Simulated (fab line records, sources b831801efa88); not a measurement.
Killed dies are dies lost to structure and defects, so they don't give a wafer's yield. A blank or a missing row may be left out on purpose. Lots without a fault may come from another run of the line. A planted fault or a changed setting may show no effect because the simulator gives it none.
Chamber matching | flow gf180mcu | GF_V5_CMP_04 on cmp-01: 4 sister chambers
The step polishes SiO2. 33 wafers are shown with their chamber, then 12 later ones without.

WAFERS WITH THEIR CHAMBER
wafer  | chamber | motor_current_A (A) | slurry_flow_ml_min
L077.2 | 0       | 11.2                | 150.0
L077.3 | 3       | 11.2                | 150.2
L077.6 | 1       | 10.8                | 149.6
L078.3 | 0       | 11.1                | 150.7
L078.5 | 3       | 11.2                | 150.3
L078.6 | 2       | 12.8                | 149.7
L079.1 | 0       | 11.3                | 150.2
L079.3 | 1       | 11.2                | 149.5
L079.4 | 2       | 13.1                | 149.9
L080.1 | 3       | 12.0                | 150.7
L080.3 | 2       | 13.2                | 149.6
L080.4 | 1       | 11.2                | 150.3
L081.1 | 0       | 11.8                | 149.7
L081.3 | 1       | 10.5                | 149.6
L081.6 | 0       | 11.8                | 149.5
L082.2 | 3       | 11.5                | 148.5
L082.4 | 2       | 13.3                | 151.0
L082.6 | 0       | 11.2                | 149.9
L084.1 | 3       | 11.2                | 150.4
L084.3 | 2       | 13.1                | 149.9
L084.4 | 1       | 11.3                | 149.9
L086.1 | 2       | 13.3                | 149.6
L086.3 | 1       | 12.0                | 149.4
L086.6 | 3       | 11.4                | 149.8
L087.1 | 1       | 11.6                | 149.7
L087.3 | 2       | 13.5                | 150.7
L087.4 | 3       | 11.6                | 150.1
L088.1 | 2       | 13.1                | 150.6
L088.5 | 2       | 13.1                | 149.5
L088.6 | 1       | 10.2                | 150.1
L089.3 | 1       | 11.1                | 150.4
L089.4 | 2       | 12.9                | 150.7
L089.5 | 2       | 12.8                | 149.9

SIGNATURES (means of the wafers above)
reading            | chamber 0 | chamber 1 | chamber 2 | chamber 3 | scatter within a chamber
motor_current_A    | 11.400    | 11.100    | 13.109    | 11.443    | 0.365
slurry_flow_ml_min | 150.000   | 149.833   | 150.100   | 150.000   | 0.523
Rule: a wafer's distance from a chamber is the root of the sum, over the readings, of the square of ((its reading less the chamber's mean) divided by the reading's scatter). The wafer belongs to the nearest chamber; if the next one is less than 2 further off, it can't be placed. The scatter: the root of (the sum of the squares of (reading less its chamber's mean) over the shown wafers, divided by (wafers less chambers)).

WAFERS WITHOUT THEIR CHAMBER
wafer  | motor_current_A (A) | slurry_flow_ml_min
L090.1 | 11.0                | 149.9
L090.2 | 13.3                | 149.8
L090.3 | 12.0                | 149.1
L091.1 | 11.2                | 151.1
L091.5 | 11.4                | 149.9
L091.6 | 12.8                | 149.7
L094.1 | 13.1                | 150.2
L094.4 | 11.6                | 150.1
L094.6 | 11.5                | 149.7
L097.3 | 13.4                | 150.0
L097.4 | 12.0                | 150.0
L097.5 | 13.3                | 150.7

WHICH CHAMBER EACH WENT THROUGH
wafer  | from the rows above               | in truth
L090.1 | can't be placed: 1 or 0 or 3      | 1
L090.2 | 2                                 | 2
L090.3 | can't be placed: 3 or 0 or 1 or 2 | 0
L091.1 | can't be placed: 0 or 3 or 1      | 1
L091.5 | can't be placed: 0 or 3 or 1      | 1
L091.6 | 2                                 | 2
L094.1 | 2                                 | 2
L094.4 | can't be placed: 3 or 0 or 1      | 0
L094.6 | can't be placed: 3 or 0 or 1      | 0
L097.3 | 2                                 | 2
L097.4 | can't be placed: 3 or 0 or 1 or 2 | 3
L097.5 | 2                                 | 2
Placed correctly: 5 of 12. Can't be placed from these rows: 7 (the true chamber is among the candidates in 7). Placed wrongly: 0.
